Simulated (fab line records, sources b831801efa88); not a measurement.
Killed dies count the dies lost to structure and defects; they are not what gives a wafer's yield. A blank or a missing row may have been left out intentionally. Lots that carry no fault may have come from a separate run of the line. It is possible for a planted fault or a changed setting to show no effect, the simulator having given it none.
fab line records	flow sfq_line
record: lots: 7	wafers: 21	last_day: 81
route steps=325 shown C5@247 M6@251
lots that met no fault: from a run of the same line without faults
start_h: start of the lot's first displayed wafer, in hours after the record's first day	wait_h: hours since the lot's step before	" as in the row above	L1.1+2: a single row standing in for several wafers	- value missing, or start not given	* or withheld: withheld	< > ~ a bound
route shown NAME@n: a module of which the file shows steps, and the number in the route of the first	usual: mean/standard deviation taken from wafers without a fault	same: alike in all rows	chamber/n: place in a boat	sites: readings site by site	_std_site: standard deviation of those values	_edge_site: inner sites' mean taken away from outer sites' mean	radius_mm: how far each site lies from the wafer's centre	mask NAME#n: copy n	behind: the most recent tool/chamber to have shaped the wafer	hold: what put the lot on hold/how long, in hours/how the hold closed	device: the transistor (n, p or np) that didn't switch	end of line: the route-end tests of the same wafers	for a step that has no rows: nothing shown but its recipe	killed: count of dies lost to structure and defects at first sort (not the wafer's yield)	map: shows each die of a wafer: x if killed, . if not, _ if none is there
set.NAME: the setting the step ran with; set.NAME@STEP: the setting that earlier step ran with	model.NAME: the simulator's own value behind a step, which no gauge read
lots at some steps of the route; a table a step, a row a wafer
services: the hour from which a tool's chamber was out of use, counted from the record's first day as start_h (under 0 if before that day), plus the number of hours and why
== steps ==
step: SFQ_TRILAYER_C5_BARC_OPEN_VIA_ETCH_210
recipe: mask_material: PR	chemistry: O2	target_depth_nm: 125	target: BARC	source_w: 500	bias_w: 80	pressure_mtorr: 30	time_s: 41.7
usual: chamber_pressure_mTorr: 29.999/0.029	drypump_motor_current_A: 5.6/0.33	oes_product_au: 0.685/0.0045
lot.wafer	tool	chamber	start_h	wait_h	chamber_pressure_mTorr	drypump_motor_current_A	oes_product_au	rf_hours_counter_h
L994.3	rie_diel-04	2	1434.48	0.0	30.022	5.8	0.694	15
L994.4	"	1	"	"	30.019	5.4	0.683	7
L994.6	"	3	"	"	30.000	5.8	0.691	-
L997.1	rie_diel-02	3	1457.05	0.0	29.986	5.4	0.691	20
L997.3	"	1	"	"	29.992	5.7	0.685	19
L997.6	"	1	"	"	29.964	5.7	0.684	-
L101.1	rie_diel-02	0	1501.45	0.0	29.970	5.5	0.684	17
L101.2	"	2	"	"	30.030	5.0	0.687	20
L101.4	"	1	"	"	30.001	5.7	0.686	20
L102.1	rie_diel-04	2	1510.96	0.0	29.958	5.8	0.681	17
L102.3	"	3	"	"	30.012	5.8	0.686	13
L102.4	"	0	"	"	29.961	5.7	0.689	-
L103.1	rie_diel-01	1	1515.41	0.0	30.007	5.0	0.683	18
L103.2	"	0	"	"	29.961	6.1	0.680	22
L103.3	"	2	"	"	29.946	5.8	0.687	2
L105.3	rie_diel-04	0	1540.48	0.0	30.000	5.7	0.688	11
L105.4	"	2	"	"	29.968	5.8	0.688	-
L105.5	"	3	"	"	30.022	5.8	0.684	-
L112.2	rie_diel-01	3	1738.39	0.0	29.955	5.9	0.690	2
L112.3	"	0	"	"	30.021	6.1	0.684	1
L112.4	"	1	"	"	29.980	5.1	0.684	0
step: SFQ_TRILAYER_C5_ETCH_VIA_ETCH_154
recipe: target: SiO2	mask_material: PR	chemistry: CHF3	target_depth_nm: 84	source_w: 500	bias_w: 80	pressure_mtorr: 30	time_s: withheld	stop_on: Nb
usual: chamber_pressure_mTorr: 29.996/0.026	drypump_motor_current_A: 5.6/0.33	oes_product_au: 0.895/0.0082
lot.wafer	tool	chamber	start_h	wait_h	chamber_pressure_mTorr	drypump_motor_current_A	oes_product_au
L994.3	rie_diel-04	2	1434.52	0.0	29.974	5.8	0.896
L994.4	"	1	"	"	30.018	5.4	0.904
L994.6	"	3	"	"	29.984	5.8	0.906
L997.1	rie_diel-02	3	1457.09	0.0	30.019	5.3	0.882
L997.3	"	1	"	"	29.994	5.7	0.889
L997.6	"	1	"	"	30.011	5.7	0.899
L101.1	rie_diel-02	0	1501.49	0.0	30.008	5.5	0.881
L101.2	"	2	"	"	30.015	4.9	0.881
L101.4	"	1	"	"	29.986	5.7	0.897
L102.1	rie_diel-04	2	1511.00	0.0	29.987	5.8	0.879
L102.3	"	3	"	"	29.929	5.8	0.904
L102.4	"	0	"	"	29.994	5.7	0.892
L103.1	rie_diel-01	1	1515.45	0.0	29.966	5.1	0.897
L103.2	"	0	"	"	30.004	6.1	0.893
L103.3	"	2	"	"	30.015	5.8	0.884
L105.3	rie_diel-04	0	1540.52	0.0	29.993	5.8	0.886
L105.4	"	2	"	"	29.950	5.7	0.903
L105.5	"	3	"	"	30.014	5.8	0.901
L112.2	rie_diel-01	3	1738.43	0.0	30.027	5.9	0.903
L112.3	"	0	"	"	29.946	6.1	0.892
L112.4	"	1	"	"	29.973	5.0	0.906
step: SFQ_TRILAYER_C5_STRIP_STRIP_155
recipe: gas: O2	power_w: 200	platen_temp_c: 40	overash_fraction: 0.65	chemistry: O2	pressure_mtorr: 50
usual: chamber_pressure_mTorr: 50.00/0.048	drypump_motor_current_A: 5.4/0.43	oes_product_au: 1.003/0.01
same: overash_fraction: 0.65
lot.wafer	tool	chamber	start_h	wait_h	chamber_pressure_mTorr	drypump_motor_current_A	oes_product_au	rf_hours_counter_h
L994.3	rie_metal-04	0	1434.76	-	50.02	6.1	1.009	-
L994.4	"	1	"	"	50.04	5.7	1.007	-
L994.6	"	1	"	"	50.02	5.7	1.014	-
L997.1	rie_metal-03	1	1457.14	-	49.98	5.3	1.005	88
L997.3	"	1	"	"	49.99	5.3	0.996	-
L997.6	"	1	"	"	50.06	5.3	1.002	-
L101.1	rie_metal-02	1	1501.54	-	50.01	5.4	1.002	41
L101.2	"	0	"	"	50.00	4.7	1.001	37
L101.4	"	1	"	"	50.05	5.4	0.992	-
L102.1	rie_metal-04	0	1511.04	-	49.99	6.1	1.000	60
L102.3	"	1	"	"	49.98	5.7	1.018	-
L102.4	"	0	"	"	49.91	6.1	1.009	-
L103.1	rie_metal-02	1	1515.50	-	50.06	5.4	0.995	43
L103.2	"	0	"	"	50.05	4.7	0.993	39
L103.3	"	1	"	"	50.05	5.4	0.996	-
L105.3	rie_metal-02	1	1540.76	-	49.99	5.4	0.987	-
L105.4	"	0	"	"	49.99	4.7	0.987	-
L105.5	"	0	"	"	49.93	4.7	0.984	-
L112.2	rie_metal-02	0	1738.47	-	50.01	4.7	1.003	65
L112.3	"	1	"	"	50.05	5.4	0.992	-
L112.4	"	0	"	"	50.01	4.7	0.991	-
step: SFQ_TRILAYER_C5_STRIP_SOLV_CLEAN_156
recipe: chemistry: NMP	temp_c: 70	time_s: 600
step: SFQ_TRILAYER_M6_DEP_PRE_CLEAN_158
recipe: gas: Ar	time_s: 22.5	bias_v: 250
step: SFQ_TRILAYER_M6_DEP_SPUTTER_157
recipe: material: Nb	base_pressure_pa: 1.33e-06	chamber_pressure_pa: 0.1333	substrate_temp_c: 20	target_thk_nm: 200	power_w: 2000	time_s: 133.3
usual: throttle_valve_pct: 30.6/0.99
lot.wafer	tool	chamber	start_h	wait_h	throttle_valve_pct
L994.3	pvd_sputter-03	-	1435.37	0.0	30.4
L994.4	"	-	"	"	30.8
L994.6	"	-	"	"	29.8
L997.1	pvd_sputter-03	-	1457.94	0.0	31.4
L997.3	"	-	"	"	30.2
L997.6	"	-	"	"	29.8
L101.1	pvd_sputter-05	-	1502.36	0.0	29.9
L101.2	"	-	"	"	29.7
L101.4	"	-	"	"	30.1
L102.1	pvd_sputter-05	-	1511.86	0.0	30.0
L102.3	"	-	"	"	30.0
L102.4	"	-	"	"	29.5
L103.1	pvd_sputter-04	-	1516.31	0.0	30.8
L103.2	"	-	"	"	32.9
L103.3	"	-	"	"	30.0
L105.3	pvd_sputter-03	-	1541.37	0.0	29.7
L105.4	"	-	"	"	30.9
L105.5	"	-	"	"	30.8
L112.2	pvd_sputter-05	-	1739.28	0.0	29.7
L112.3	"	-	"	"	30.2
L112.4	"	-	"	"	29.6
step: SFQ_M6_RS_MEAS_938
recipe: thk_meas_gauge: four-point-probe	reads: Nb_of_TRILAYER_M6_DEP_SPUTTER_157
usual: M6_NB_RS: 0.886/0.0087
lot.wafer	tool	chamber	start_h	wait_h	M6_NB_RS[ohm/sq]
L994.3	film_metro-02	-	1435.50	0.1	0.885
L994.4	"	-	"	"	0.893
L994.6	"	-	"	"	0.896
L997.1	film_metro-02	-	1458.03	0.0	0.875
L997.3	"	-	"	"	0.879
L997.6	"	-	"	"	0.891
L101.1	film_metro-01	-	1502.45	0.0	0.878
L101.2	"	-	"	"	0.889
L101.4	"	-	"	"	0.873
L102.1	film_metro-02	-	1511.95	0.0	0.892
L102.3	"	-	"	"	0.893
L102.4	"	-	"	"	0.901
L103.1	film_metro-03	-	1516.40	0.0	0.877
L103.2	"	-	"	"	0.883
L103.3	"	-	"	"	0.881
L105.3	film_metro-01	-	1541.50	0.1	0.884
L105.4	"	-	"	"	0.885
L105.5	"	-	"	"	0.880
L112.2	film_metro-03	-	1739.39	0.1	0.873
L112.3	"	-	"	"	0.886
L112.4	"	-	"	"	0.888
step: SFQ_TRILAYER_M6_LITHO_COAT_164
recipe: resist: BARC	spin_rpm: 3000	resist_thk_nm: 62
step: SFQ_TRILAYER_M6_LITHO_COAT_159
recipe: resist: KrF	spin_rpm: 3000	resist_thk_nm: 609
step: SFQ_TRILAYER_M6_LITHO_SOFTBAKE_163
recipe: temp_c: withheld	time_s: withheld	resist: KrF
step: SFQ_TRILAYER_M6_LITHO_EXPOSE_160
recipe: mask_id: M6	na: 0.6	source_shape: conventional	sigma_outer: 0.65	target_cd_nm: 500	dose_mj: 14.4
step: SFQ_TRILAYER_M6_LITHO_PEB_162
recipe: peb_temp_c: 115	peb_time_s: 60	resist: KrF
usual: chill_plate_temp_C: 23.00/0.1	exhaust_pa: 45.0/0.92	heater_power_total_W: 79.16/0.066
lot.wafer	tool	chamber	start_h	wait_h	chill_plate_temp_C	exhaust_pa	heater_power_total_W
L994.3	litho_track-02	0	1554.94	0.7	23.18	44.3	79.22
L994.4	"	0	"	"	22.88	45.3	79.15
L994.6	"	0	"	"	23.04	43.5	79.19
L997.1	litho_track-04	0	1575.29	1.0	22.82	44.4	79.12
L997.3	"	0	"	"	22.92	45.8	79.15
L997.6	"	0	"	"	22.96	45.8	79.11
L101.1	litho_track-04	-	1618.29	1.0	-	-	-
L101.2	"	-	"	"	-	-	-
L101.4	"	-	"	"	-	-	-
L102.1	litho_track-01	-	1631.49	1.0	-	-	-
L102.3	"	-	"	"	-	-	-
L102.4	"	-	"	"	-	-	-
L103.1	litho_track-01	-	1637.49	1.0	-	-	-
L103.2	"	-	"	"	-	-	-
L103.3	"	-	"	"	-	-	-
L105.3	litho_track-02	0	1657.94	0.7	23.05	46.6	79.08
L105.4	"	0	"	"	23.07	46.0	79.11
L105.5	"	0	"	"	23.04	45.0	79.16
L112.2	litho_track-04	0	1742.37	0.8	22.91	44.9	79.03
L112.3	"	0	"	"	22.94	45.3	79.22
L112.4	"	0	"	"	22.96	44.9	79.09
step: SFQ_TRILAYER_M6_LITHO_DEVELOP_161
recipe: time_s: 60	resist: KrF
== services ==
tool	chamber	start_h	hours	kind
pvd_sputter-05	-	1410.78	0.9	repair
rie_metal-03	-	1423.99	2.8	pm
rie_diel-02	1	1435.15	2.8	repair
rie_diel-04	0	1437.96	11.0	repair
pvd_sputter-04	-	1448.15	21.5	repair
rie_diel-04	2	1461.70	5.4	repair
rie_diel-01	1	1464.20	5.3	repair
pvd_sputter-03	-	1468.93	1.2	repair
rie_metal-03	1	1479.73	7.8	repair
rie_diel-01	-	1497.49	1.1	repair
rie_diel-02	2	1508.96	2.8	repair
rie_diel-04	1	1510.22	60.7	repair
pvd_sputter-03	-	1524.42	3.5	repair
rie_diel-01	1	1530.57	19.5	repair
rie_metal-03	-	1581.46	14.6	pm
rie_diel-04	1	1591.04	7.2	repair
rie_diel-04	-	1596.31	2.8	pm
pvd_sputter-04	-	1638.61	3.6	repair
rie_diel-04	3	1650.05	6.5	repair
rie_metal-04	-	1653.01	2.8	pm
rie_diel-04	-	1662.88	0.8	repair
rie_diel-02	-	1683.97	0.5	repair
rie_diel-02	-	1685.44	1.0	repair
rie_diel-01	-	1705.12	14.6	pm
== key ==
first_sign: step: SFQ_TRILAYER_M6_LITHO_PEB_162	reading: tool_record	direction: missing
effect none on later readings
met_at SFQ_TRILAYER_M6_LITHO_PEB_162
struck_wafers L101.1,L101.2,L101.4,L102.1,L102.3,L102.4,L103.1,L103.2,L103.3
onset_between 1575.29 1618.29
fault: kind: skipped_step_whole	tool: litho_track-01,litho_track-04	chamber: -	onset_h: 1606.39	steps: SFQ_TRILAYER_M6_LITHO_PEB_162	scope: struck_lots_only
